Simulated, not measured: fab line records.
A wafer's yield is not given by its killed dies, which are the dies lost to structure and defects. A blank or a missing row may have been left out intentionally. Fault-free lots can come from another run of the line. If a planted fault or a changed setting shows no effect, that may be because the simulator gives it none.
A struck lot beside a sound one -- flow gf180mcu -- 19 steps out of a route of 602
Sound: wafers L550.4, L550.5, L550.6. Struck: wafers L563.3, L563.4, L563.6. The cause is named last.
Order at every step that has rows: each side's tool, ch and its chambers, its first start. Under that, the readings that differ: sound wafers -- struck wafers -- difference of the means -- sigmas: that difference in standard deviations of wafers without a fault.
alike: readings with means less than 2 such deviations apart, plus words and numbers identical on both sides. not compared: withheld readings, readings lacking a value on some wafer, bounds such as >300 that could conceal the same value, and numbers that have no deviation in the record and whose values overlap.
The two part at a step that has a row with sigmas, a row that says differs or no value, or rows on one side only. Numbers that don't overlap but have no deviation are shown without sigmas and don't part them. A reading missing from all wafers of one side parts the sides only when that side holds two or more wafers.

first, 4 steps without rows for these wafers: GF_MIM_SOFTBAKE_15 (time 60 s); GF_MIM_EXPOSE_16 (exposes mask FuseTop, target cd 2000 nm); GF_MIM_PEB_17; GF_MIM_DEVELOP_18 (develop time 60 s).
GF_MIM_METAL_ETCH_19: etches the open film in Cl2/BCl3, stops on Si3N4, target depth 324.5 nm, time 54.1 s.
  sound on rie_metal-02 ch 0,1, day 24 15:56; struck on rie_metal-01 ch 0,1, day 29 11:23
  alike: drypump_motor_current_A, oes_product_au, throttle_valve_pct
  not compared: rf_hours_counter_h
GF_MIM_STRIP_20: strips in O2/N2.
  sound on plasma_asher-03 ch 0,1, day 24 16:01; struck on plasma_asher-02 ch 0,1, day 29 11:28
reading,sound,struck,difference,sigmas
heater_power_w (W),243 258 265,337 312 335,+73,+2
  alike: drypump_motor_current_A, oes_product_au, strip_time_to_endpoint_s
  not compared: rf_hours_counter_h
then, 6 steps without rows for these wafers: GF_MIM_STRIP_21 (strips in post etch residue remover, time 1200 s); GF_MIM_CLEAN_22 (cleans in DIW); GF_M5_DEHYDRATE_00 (time 60 s); GF_M5_HMDS_01 (prime time 60 s); GF_M5_COAT_02 (resist thk 1000 nm); GF_M5_SOFTBAKE_03 (time 60 s).
GF_M5_EXPOSE_04: exposes mask Metal5, target cd 280 nm.
  sound on krf_scanner-01 ch 0, day 25 03:02; struck on krf_scanner-02 ch 0, day 29 20:15
reading,sound,struck,difference,sigmas
model.M5.overlay_x_nm (nm),2.366 2.366 2.366,26.59 26.59 26.59,+24.22,
  alike: mask
then, 2 steps without rows for these wafers: GF_M5_PEB_05 (peb time 90 s); GF_M5_DEVELOP_06 (develop time 60 s).
GF_M5_CD_MEAS_07 targets a cd of 280 nm.
  sound on cd_sem-01 at day 25 13:17; struck on cd_sem-01 at day 30 05:34
  alike: cd_nm
GF_M5_OVL_MEAS_08:
  sound on overlay-01 at day 25 13:22; struck on overlay-02 at day 30 05:51
reading,sound,struck,difference,sigmas
M5_OVL (nm),3 4 4,21 17 18,+15,+3
  not compared: hold
GF_M5_ETCH_09: etches Si3N4 in CF4/O2, target depth 52 nm, time 11.6 s.
  sound on rie_diel-04 ch 0,3, day 25 13:23; struck on rie_diel-01 ch 0,1, day 30 06:40
reading,sound,struck,difference,sigmas
hold,- - -,await_dispo/0.8h/release await_dispo/0.8h/release await_dispo/0.8h/release,no value on the sound wafers,
  alike: drypump_motor_current_A, oes_product_au, throttle_valve_pct
  not compared: rf_hours_counter_h
after that, 1 step had no rows for these wafers: GF_PASSIVATION_PROBE_99.

== WHERE THEY PART ==
Earliest at GF_MIM_STRIP_20; latest, in this record, at GF_M5_ETCH_09.

WHY: what had been put in by the simulator
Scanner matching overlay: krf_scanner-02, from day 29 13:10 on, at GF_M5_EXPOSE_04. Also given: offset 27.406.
